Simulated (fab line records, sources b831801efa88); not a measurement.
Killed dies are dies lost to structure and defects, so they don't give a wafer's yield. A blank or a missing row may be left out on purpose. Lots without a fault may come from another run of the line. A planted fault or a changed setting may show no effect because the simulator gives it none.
Problem report in the 8D (eight disciplines) form, filled by code | flow gf180mcu | the parts of the form that need people (team, actions taken, sign-off) are left out

1. THE PROBLEM
HV_LDD_3_TW at GF_HV_LDD_TW_MEAS_38 reads a mean of 1558 on 6 wafers of 2 lots; wafers without a fault read 1452 with a standard deviation of 11. That is +9.6 standard deviations from the usual mean.
First seen on wafer L703.1, day 13 07:17, on film_metro-04. The record holds 30 wafers of 10 lots with a number at this step. Rule for "out", or "out of limits": more than 4 standard deviations from the usual mean. The other wafers with a number count as sound.

2. WHAT IT IS AND WHAT IT IS NOT
question                    | is                           | is not
which readings at this step | HV_LDD_3_TW                  | -
which lots                  | L703, L705                   | L701, L704, L713, L714, L715, L716, L717, L720
which wafers of those lots  | all that have a number       | -
read on which gauges        | film_metro-03, film_metro-04 | film_metro-01
when                        | from day 13 07:17            | up to then (6 sound wafers); but 18 sound wafers of L713, L714, L715, L716, L717, L720 came after

3. SUSPECTS, AND WHAT RULES EACH OUT
Counting: a tool at a process step up to the reading stays a suspect if it ran every lot that is out and no sound lot after the first of them.
- the gauge at GF_HV_LDD_TW_MEAS_38: ruled out. The wafers that are out were read on 2 gauges (film_metro-03, film_metro-04).
- implanter-03 at GF_HV_LDD_IMPLANT_35: ruled out as a lasting fault. Sound lots L713, L716, L717, L720 ran on it after its first lot that is out, L703 (day 13 06:53).
- plasma_asher-04 at GF_HV_LDD_STRIP_37 (strips in O2/N2): ruled out as a lasting fault. Sound lots L717 ran on it after its first lot that is out, L703 (day 13 07:11).
Left after counting: nothing in the record.

4. THE CAUSE (what the simulator had put in)
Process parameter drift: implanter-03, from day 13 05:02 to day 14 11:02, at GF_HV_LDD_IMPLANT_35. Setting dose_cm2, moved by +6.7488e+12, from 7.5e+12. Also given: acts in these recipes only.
Counting ruled it out, wrongly: the rule takes a fault to strike every lot that its tool runs from its start on, and this one did not.

5. THE CHAIN OF EFFECTS, in route order
Each row: a reading whose mean over the struck wafers that have a number lies more than 3 standard deviations from the usual. Only readings for which the record gives a usual standard deviation are gone through. hours: the time from each lot's start at the first step in this table that gives one to its start at this step, as a median over the lots. sigmas: the change in usual standard deviations.
hours | step                 | reading            | usual        | on struck wafers | change     | sigmas
0     | GF_HV_LDD_IMPLANT_35 | dose_ions_cm2      | 7.499e+12    | 1.425e+13        | +6.750e+12 | +99 or more
0     | GF_HV_LDD_IMPLANT_35 | faraday_current_uA | 42.3         | 81.0             | +38.7      | +49
0     | GF_HV_LDD_TW_MEAS_38 | HV_LDD_3_TW        | 1452         | 1558             | +106       | +9.6
21    | GF_HV_LDD_RS_MEAS_53 | HV_LDD_RS          | 418.7 ohm/sq | 402.8            | -15.9      | -18
The process steps in it:
- GF_HV_LDD_IMPLANT_35

6. WHAT WOULD HAVE CAUGHT IT SOONER
In this record the first reading out of limits at a measuring or inspecting step was taken at day 13 07:17, 2 hours after the fault began at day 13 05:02.
The tool's own readings at GF_HV_LDD_IMPLANT_35 were out on every struck wafer that the step has a row for (dose_ions_cm2, faraday_current_uA): an alarm limit on them would have fired on the first of those.
